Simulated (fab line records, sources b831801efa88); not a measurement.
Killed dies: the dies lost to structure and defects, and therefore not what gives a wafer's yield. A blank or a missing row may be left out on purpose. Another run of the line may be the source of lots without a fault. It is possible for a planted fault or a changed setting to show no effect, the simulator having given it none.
fab line records | flow sky130
[record] lots = 15 | wafers = 45 | last_day = 50
route steps=708 shown LI_CONTACT@365
lots untouched by any fault: they come from a run of this same line in which no faults occurred
start_h: the number of hours between the record's first day and the start of the first shown wafer of the lot | wait_h: hours from the lot's prior step to this one | " identical to the entry in the row above | L1.1+2: a single row standing in for several wafers | - no value present, or no start provided | * or withheld: withheld | < > ~ a bound
route shown NAME@n: a module of which the file shows steps, and the number in the route of the first | usual: mean and standard deviation over wafers with no fault | same: alike in all rows | chamber/n: place in a boat | sites: readings site by site | _std_site: how widely they spread, as a standard deviation | _edge_site: outer sites' mean less inner sites' | radius_mm: how far each site lies from the wafer's centre | mask NAME#n: copy n | behind: tool/chamber where the wafer was last shaped | hold: what put the lot on hold/how long, in hours/how the hold closed | device: the n, p or np transistor that did not switch | end of line: tests of these same wafers at the route's end | a step without rows: its recipe alone | killed: not the wafer's yield, but the dies lost to structure and defects at the first sort | map: a wafer's dies, x killed, . not, _ none there
set.NAME: the setting the step ran with; set.NAME@STEP: the setting that earlier step ran with | model.NAME: the simulator's own value behind a step, which no gauge read
route steps across a sampled set of lots; one table per step, one row per wafer
services: when a tool's chamber went out of use (start_h, in hours from the record's first day, below 0 if earlier), for how many hours, and the reason
[[steps]]
[step SKY_LI_CONTACT_BOW_MEAS_03]
[recipe] mode = bow
[usual] LI_CONTACT_BOW = 55/6.5
lot.wafer | tool          | chamber | start_h | wait_h | LI_CONTACT_BOW[um]
L797.2    | film_metro-01 | -       | 682.74  | 0.1    | 54
L797.3    | "             | -       | "       | "      | 49
L797.6    | "             | -       | "       | "      | 51
L800.2    | film_metro-03 | -       | 684.34  | 0.2    | 49
L800.3    | "             | -       | "       | "      | 59
L800.4    | "             | -       | "       | "      | 59
L801.1    | film_metro-03 | -       | 685.17  | 0.1    | 52
L801.2    | "             | -       | "       | "      | 63
L801.6    | "             | -       | "       | "      | 60
L802.1    | film_metro-01 | -       | 707.88  | 0.1    | 55
L802.2    | "             | -       | "       | "      | 56
L802.3    | "             | -       | "       | "      | 60
L803.2    | film_metro-04 | -       | 707.99  | 0.1    | 65
L803.3    | "             | -       | "       | "      | 48
L803.4    | "             | -       | "       | "      | 53
L804.1    | film_metro-04 | -       | 714.73  | 0.1    | 60
L804.2    | "             | -       | "       | "      | 64
L804.5    | "             | -       | "       | "      | 58
L808.1    | film_metro-01 | -       | 746.84  | 0.2    | 57
L808.2    | "             | -       | "       | "      | 54
L808.6    | "             | -       | "       | "      | 54
L809.1    | film_metro-01 | -       | 747.44  | 0.1    | 46
L809.2    | "             | -       | "       | "      | 51
L809.5    | "             | -       | "       | "      | 59
L813.1    | film_metro-01 | -       | 783.12  | 0.1    | 51
L813.4    | "             | -       | "       | "      | 59
L813.5    | "             | -       | "       | "      | 63
L814.1    | film_metro-04 | -       | 798.63  | 0.1    | 59
L814.5    | "             | -       | "       | "      | 56
L814.6    | "             | -       | "       | "      | 57
L815.1    | film_metro-01 | -       | 798.98  | 0.1    | 65
L815.4    | "             | -       | "       | "      | 63
L815.6    | "             | -       | "       | "      | 59
L816.1    | film_metro-03 | -       | 809.28  | 0.1    | 42
L816.2    | "             | -       | "       | "      | 57
L816.6    | "             | -       | "       | "      | 47
L817.1    | film_metro-03 | -       | 812.28  | 0.2    | 47
L817.3    | "             | -       | "       | "      | 44
L817.6    | "             | -       | "       | "      | 50
L818.1    | film_metro-03 | -       | 816.13  | 0.2    | 58
L818.2    | "             | -       | "       | "      | 48
L818.5    | "             | -       | "       | "      | 56
L819.3    | film_metro-01 | -       | 826.26  | 0.3    | 53
L819.5    | "             | -       | "       | "      | 54
L819.6    | "             | -       | "       | "      | 55
[step SKY_LI_CONTACT_EXPOSE_09]
[recipe] mask_id = LICM1 | na = 0.8 | source_shape = annular | sigma_inner = 0.55 | sigma_outer = 0.85 | target_cd_nm = 170 | dose_mj = 38
[usual] exposure_dose_mJ_cm2 = 37.94/0.044 | focus_offset_nm = 0.0/0.54 | sigma_inner = 0.55/0 | stage_vel_mm_s = 499.96/0.26
lot.wafer | tool           | chamber | start_h | wait_h | mask    | exposure_dose_mJ_cm2 | focus_offset_nm | sigma_inner | stage_vel_mm_s
L797.2    | krf_scanner-01 | 0       | 696.86  | -      | LICM1#0 | 37.89                | 0.4             | 0.55        | 500.13
L797.3    | "              | 0       | "       | "      | LICM1#0 | 37.98                | 0.2             | 0.55        | 500.37
L797.6    | "              | 0       | "       | "      | LICM1#0 | 37.91                | -0.2            | 0.55        | 499.79
L800.2    | krf_scanner-01 | 0       | 698.45  | -      | LICM1#0 | 37.93                | -0.8            | 0.55        | 499.73
L800.3    | "              | 0       | "       | "      | LICM1#0 | 37.95                | -0.5            | 0.55        | 499.69
L800.4    | "              | 0       | "       | "      | LICM1#0 | 37.94                | -0.2            | 0.55        | 500.14
L801.1    | krf_scanner-02 | 0       | 699.34  | -      | LICM1#0 | 37.99                | 0.8             | 0.55        | 499.59
L801.2    | "              | 0       | "       | "      | LICM1#0 | 38.04                | 0.4             | 0.55        | 499.99
L801.6    | "              | 0       | "       | "      | LICM1#0 | 37.97                | 0.3             | 0.55        | 499.98
L802.1    | krf_scanner-02 | 0       | 721.63  | -      | LICM1#0 | 37.94                | 0.9             | 0.55        | 499.82
L802.2    | "              | 0       | "       | "      | LICM1#0 | 37.94                | -0.1            | 0.55        | 499.97
L802.3    | "              | 0       | "       | "      | LICM1#0 | 37.97                | 0.2             | 0.55        | 499.93
L803.2    | krf_scanner-02 | 0       | 722.26  | -      | LICM1#0 | 37.99                | 0.0             | 0.55        | 499.94
L803.3    | "              | 0       | "       | "      | LICM1#0 | 38.00                | 0.3             | 0.55        | 499.79
L803.4    | "              | 0       | "       | "      | LICM1#0 | 38.06                | 0.2             | 0.55        | 499.66
L804.1    | krf_scanner-02 | 0       | 728.69  | -      | LICM1#0 | 37.91                | -1.1            | 0.55        | 499.82
L804.2    | "              | 0       | "       | "      | LICM1#0 | 37.95                | 0.0             | 0.55        | 499.61
L804.5    | "              | 0       | "       | "      | LICM1#0 | 37.93                | -0.7            | 0.55        | 499.56
L808.1    | krf_scanner-01 | 0       | 760.33  | -      | LICM1#0 | 37.88                | 0.4             | 0.55        | 499.80
L808.2    | "              | 0       | "       | "      | LICM1#0 | 37.90                | 1.6             | 0.55        | 499.78
L808.6    | "              | 0       | "       | "      | LICM1#0 | 37.91                | 1.4             | 0.55        | 499.84
L809.1    | krf_scanner-02 | 0       | 761.12  | -      | LICM1#0 | 37.95                | 0.1             | 0.55        | 500.06
L809.2    | "              | 0       | "       | "      | LICM1#0 | 38.03                | 0.1             | 0.55        | 500.41
L809.5    | "              | 0       | "       | "      | LICM1#0 | 37.97                | -0.6            | 0.55        | 500.29
L813.1    | krf_scanner-01 | -       | 796.79  | -      | LICM1#0 | -                    | -               | -           | -
L813.4    | "              | -       | "       | "      | LICM1#0 | -                    | -               | -           | -
L813.5    | "              | -       | "       | "      | LICM1#0 | -                    | -               | -           | -
L814.1    | krf_scanner-02 | -       | 812.38  | -      | LICM1#0 | -                    | -               | -           | -
L814.5    | "              | -       | "       | "      | LICM1#0 | -                    | -               | -           | -
L814.6    | "              | -       | "       | "      | LICM1#0 | -                    | -               | -           | -
L815.1    | krf_scanner-01 | -       | 812.62  | -      | LICM1#0 | -                    | -               | -           | -
L815.4    | "              | -       | "       | "      | LICM1#0 | -                    | -               | -           | -
L815.6    | "              | -       | "       | "      | LICM1#0 | -                    | -               | -           | -
L816.1    | krf_scanner-02 | 0       | 823.08  | -      | LICM1#0 | 37.92                | 0.9             | 0.55        | 500.11
L816.2    | "              | 0       | "       | "      | LICM1#0 | 37.96                | 0.4             | 0.55        | 500.25
L816.6    | "              | 0       | "       | "      | LICM1#0 | 37.93                | 0.2             | 0.55        | 499.93
L817.1    | krf_scanner-01 | 0       | 825.47  | -      | LICM1#0 | 37.87                | -1.1            | 0.55        | 499.70
L817.3    | "              | 0       | "       | "      | LICM1#0 | 37.87                | -0.5            | 0.55        | 499.63
L817.6    | "              | 0       | "       | "      | LICM1#0 | 37.86                | 0.5             | 0.55        | 499.15
L818.1    | krf_scanner-01 | 0       | 828.50  | -      | LICM1#0 | 37.89                | 0.0             | 0.55        | 500.05
L818.2    | "              | 0       | "       | "      | LICM1#0 | 37.88                | 1.2             | 0.55        | 499.86
L818.5    | "              | 0       | "       | "      | LICM1#0 | 37.90                | 0.6             | 0.55        | 499.87
L819.3    | krf_scanner-01 | 0       | 839.59  | -      | LICM1#0 | 37.90                | -0.6            | 0.55        | 500.03
L819.5    | "              | 0       | "       | "      | LICM1#0 | 37.91                | 0.2             | 0.55        | 500.16
L819.6    | "              | 0       | "       | "      | LICM1#0 | 37.91                | -0.2            | 0.55        | 499.85
[step SKY_LI_CONTACT_CD_MEAS_12]
[recipe] target_cd_nm = 170
[usual] cd_nm = 169.4/1.4
lot.wafer | tool      | chamber | start_h | wait_h | cd_nm
L797.2    | cd_sem-01 | -       | 709.86  | -      | 170.5
L797.3    | "         | -       | "       | "      | 169.9
L797.6    | "         | -       | "       | "      | 172.2
L800.2    | cd_sem-01 | -       | 712.66  | -      | 168.2
L800.3    | "         | -       | "       | "      | 168.7
L800.4    | "         | -       | "       | "      | 166.2
L801.1    | cd_sem-01 | -       | 713.14  | -      | 169.3
L801.2    | "         | -       | "       | "      | 170.0
L801.6    | "         | -       | "       | "      | 169.1
L802.1    | cd_sem-02 | -       | 734.79  | -      | 168.7
L802.2    | "         | -       | "       | "      | 169.0
L802.3    | "         | -       | "       | "      | 169.4
L803.2    | cd_sem-01 | -       | 734.91  | -      | 169.8
L803.3    | "         | -       | "       | "      | 170.5
L803.4    | "         | -       | "       | "      | 170.0
L804.1    | cd_sem-02 | -       | 742.45  | -      | 168.5
L804.2    | "         | -       | "       | "      | 170.4
L804.5    | "         | -       | "       | "      | 170.5
L808.1    | cd_sem-02 | -       | 773.00  | -      | 167.5
L808.2    | "         | -       | "       | "      | 168.4
L808.6    | "         | -       | "       | "      | 169.4
L809.1    | cd_sem-01 | -       | 773.80  | -      | 171.1
L809.2    | "         | -       | "       | "      | 169.8
L809.5    | "         | -       | "       | "      | 168.5
L813.1    | cd_sem-01 | -       | 809.40  | -      | -
L813.4    | "         | -       | "       | "      | -
L813.5    | "         | -       | "       | "      | -
L814.1    | cd_sem-01 | -       | 825.54  | -      | -
L814.5    | "         | -       | "       | "      | -
L814.6    | "         | -       | "       | "      | -
L815.1    | cd_sem-02 | -       | 825.70  | -      | -
L815.4    | "         | -       | "       | "      | -
L815.6    | "         | -       | "       | "      | -
L816.1    | cd_sem-02 | -       | 835.05  | -      | 170.6
L816.2    | "         | -       | "       | "      | 171.7
L816.6    | "         | -       | "       | "      | 171.6
L817.1    | cd_sem-01 | -       | 838.05  | -      | 170.3
L817.3    | "         | -       | "       | "      | 170.4
L817.6    | "         | -       | "       | "      | 171.3
L818.1    | cd_sem-01 | -       | 841.30  | -      | 170.4
L818.2    | "         | -       | "       | "      | 168.7
L818.5    | "         | -       | "       | "      | 167.9
L819.3    | cd_sem-02 | -       | 853.33  | -      | 169.3
L819.5    | "         | -       | "       | "      | 168.8
L819.6    | "         | -       | "       | "      | 168.7
[step SKY_LI_CONTACT_CMP_24]
[recipe] stop_on = PSG | t_overpolish_s = 20 | down_force_psi = 3.5 | platen_rpm = 60 | target_thk_nm = 0 | pad_velocity_m_s = 0.94248
[usual] motor_current_A = 10.8/0.64 | overpolish_run_s = 20.000/0.009 | retaining_ring_pressure_frac = 1.000/0.0049 | time_to_endpoint_s = 98/3.1
lot.wafer | tool   | chamber | start_h | wait_h | motor_current_A | overpolish_run_s | retaining_ring_pressure_frac | time_to_endpoint_s
L797.2    | cmp-01 | 3       | 711.11  | 0.0    | 9.6             | 19.993           | 0.999                        | 95
L797.3    | "      | 1       | "       | "      | 11.4            | 20.003           | 1.002                        | 100
L797.6    | "      | 0       | "       | "      | 11.1            | 19.998           | 1.004                        | 98
L800.3    | cmp-02 | 1       | 713.68  | 0.0    | 11.0            | 19.999           | 1.001                        | 94
L800.2    | "      | 2       | "       | "      | 10.3            | 19.985           | 1.006                        | 98
L800.4    | "      | 3       | "       | "      | 10.2            | 20.004           | 1.001                        | 99
L801.1    | cmp-01 | 1       | 714.28  | 0.1    | 10.6            | 20.007           | 1.002                        | 92
L801.2    | "      | 2       | "       | "      | 10.5            | 19.997           | 0.996                        | 102
L801.6    | "      | 3       | "       | "      | 10.0            | 19.992           | 0.997                        | 94
L802.2    | cmp-01 | 2       | 735.94  | 0.0    | 11.7            | 20.014           | 1.003                        | 97
L802.3    | "      | 0       | "       | "      | 11.1            | 20.002           | 1.001                        | 98
L802.1    | "      | 1       | "       | "      | 11.0            | 19.974           | 1.000                        | 95
L803.3    | cmp-01 | 0       | 736.24  | 0.3    | 10.8            | 20.006           | 1.001                        | 103
L803.2    | "      | 1       | "       | "      | 11.0            | 20.011           | 1.007                        | 99
L803.4    | "      | 3       | "       | "      | 10.5            | 20.003           | 1.001                        | 100
L804.2    | cmp-02 | 1       | 743.96  | 0.5    | 11.7            | 19.997           | 0.997                        | 94
L804.1    | "      | 0       | "       | "      | 10.9            | 20.008           | 0.992                        | 98
L804.5    | "      | 1       | "       | "      | 11.7            | 20.007           | 1.000                        | 97
L808.2    | cmp-02 | 0       | 774.08  | 0.1    | 11.2            | 19.995           | 0.999                        | 100
L808.1    | "      | 1       | "       | "      | 11.7            | 19.999           | 1.013                        | 100
L808.6    | "      | 0       | "       | "      | 11.3            | 20.005           | 0.997                        | 100
L809.2    | cmp-02 | 3       | 774.87  | 0.1    | 10.6            | 19.998           | 1.000                        | 101
L809.1    | "      | 1       | "       | "      | 11.6            | 20.011           | 0.985                        | 92
L809.5    | "      | 3       | "       | "      | 10.9            | 19.997           | 0.993                        | 96
L813.4    | cmp-02 | 0       | 810.49  | 0.1    | 11.3            | 20.002           | 1.000                        | 104
L813.1    | "      | 1       | "       | "      | 11.5            | 20.002           | 0.994                        | 100
L813.5    | "      | 3       | "       | "      | 10.4            | 19.998           | 1.006                        | 98
L814.1    | cmp-01 | 2       | 826.71  | 0.2    | 11.3            | 19.998           | 1.000                        | 100
L814.6    | "      | 3       | "       | "      | 10.2            | 20.009           | 1.000                        | 100
L814.5    | "      | 0       | "       | "      | 11.4            | 19.999           | 1.000                        | 97
L815.1    | cmp-02 | 0       | 826.72  | 0.1    | 11.4            | 19.994           | 1.003                        | 100
L815.4    | "      | 3       | "       | "      | 10.7            | 20.001           | 1.004                        | 98
L815.6    | "      | 0       | "       | "      | 10.5            | 20.016           | 1.008                        | 96
L816.2    | cmp-02 | 2       | 836.17  | 0.1    | 10.4            | 20.009           | 0.992                        | 95
L816.1    | "      | 3       | "       | "      | 10.7            | 19.996           | 0.997                        | 97
L816.6    | "      | 0       | "       | "      | 11.2            | 20.000           | 1.000                        | 99
L817.1    | cmp-01 | 2       | 839.12  | 0.1    | 10.9            | 19.981           | 0.998                        | 99
L817.3    | "      | 3       | "       | "      | 10.0            | 19.984           | 1.000                        | 97
L817.6    | "      | 2       | "       | "      | 11.0            | 19.984           | 1.000                        | 104
L818.2    | cmp-01 | 1       | 842.39  | 0.1    | 11.2            | 19.992           | 0.999                        | 98
L818.1    | "      | 3       | "       | "      | 9.7             | 20.003           | 1.003                        | 100
L818.5    | "      | 0       | "       | "      | 11.5            | 19.994           | 0.994                        | 104
L819.3    | cmp-02 | 3       | 854.31  | 0.0    | 10.5            | 20.002           | 0.999                        | 98
L819.5    | "      | 3       | "       | "      | 10.2            | 20.002           | 1.000                        | 100
L819.6    | "      | 0       | "       | "      | 10.9            | 20.000           | 1.005                        | 97
[[services]]
tool           | chamber | start_h | hours | kind
krf_scanner-02 | -       | 675.09  | 1.0   | pm
krf_scanner-01 | -       | 676.09  | 1.0   | pm
krf_scanner-02 | -       | 677.09  | 0.8   | pm
cmp-02         | -       | 689.49  | 1.9   | repair
krf_scanner-01 | -       | 712.58  | 0.4   | repair
krf_scanner-01 | -       | 716.62  | 10.0  | repair
krf_scanner-01 | -       | 726.63  | 1.3   | pm
cmp-02         | -       | 735.56  | 4.7   | pm
krf_scanner-01 | -       | 736.94  | 0.7   | repair
cmp-02         | -       | 744.26  | 4.0   | pm
cmp-02         | -       | 748.26  | 15.7  | pm
krf_scanner-02 | -       | 767.36  | 1.3   | pm
krf_scanner-02 | -       | 776.02  | 4.3   | repair
cmp-02         | -       | 777.14  | 1.3   | repair
krf_scanner-01 | -       | 795.16  | 0.8   | pm
cmp-01         | -       | 800.70  | 3.1   | repair
cmp-02         | -       | 805.14  | 1.0   | repair
cmp-01         | -       | 808.97  | 1.9   | repair
krf_scanner-02 | -       | 810.42  | 1.0   | pm
cmp-02         | -       | 820.91  | 2.7   | repair
krf_scanner-01 | -       | 822.97  | 1.0   | pm
cmp-01         | -       | 829.99  | 4.0   | pm
krf_scanner-02 | -       | 835.24  | 0.8   | pm
cmp-01         | -       | 842.75  | 0.4   | repair
[[key]]
[first_sign] step = SKY_LI_CONTACT_EXPOSE_09 | reading = tool_record | direction = missing
effect none on later readings
met_at SKY_LI_CONTACT_EXPOSE_09
struck_lots L813,L814,L815
later_rows_left_out L813.1,L813.4,L813.5,L814.1,L814.5,L814.6,L815.1,L815.4,L815.6
sort_left_out L813.1,L813.4,L813.5,L814.1,L814.5,L814.6,L815.1,L815.4,L815.6
tester_left_out L813,L814,L815
not_acting_at SKY_LI_CONTACT_BOW_MEAS_03,SKY_LI_CONTACT_CD_MEAS_12,SKY_LI_CONTACT_CMP_24
onset_between 761.12 796.79
[fault] kind = skipped_step_whole | tool = krf_scanner-01,krf_scanner-02 | chamber = - | onset_h = 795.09 | steps = SKY_LI_CONTACT_EXPOSE_09 | scope = struck_lots_only
// tester_left_out: of these lots the tester's yield and bins aren't shown, on N5 and GAA mostly nor the transistor test; their killed dies are dies lost to structure and defects alone, not to doping, threshold or leakage, so they don't give the yield
// sort_left_out: the simulated sort isn't trusted on such a fault, so these wafers' sort isn't shown, and their yield isn't known
// later_rows_left_out: the simulator's readings of these wafers behind a module that went badly wrong aren't trusted and aren't shown, but for the sort
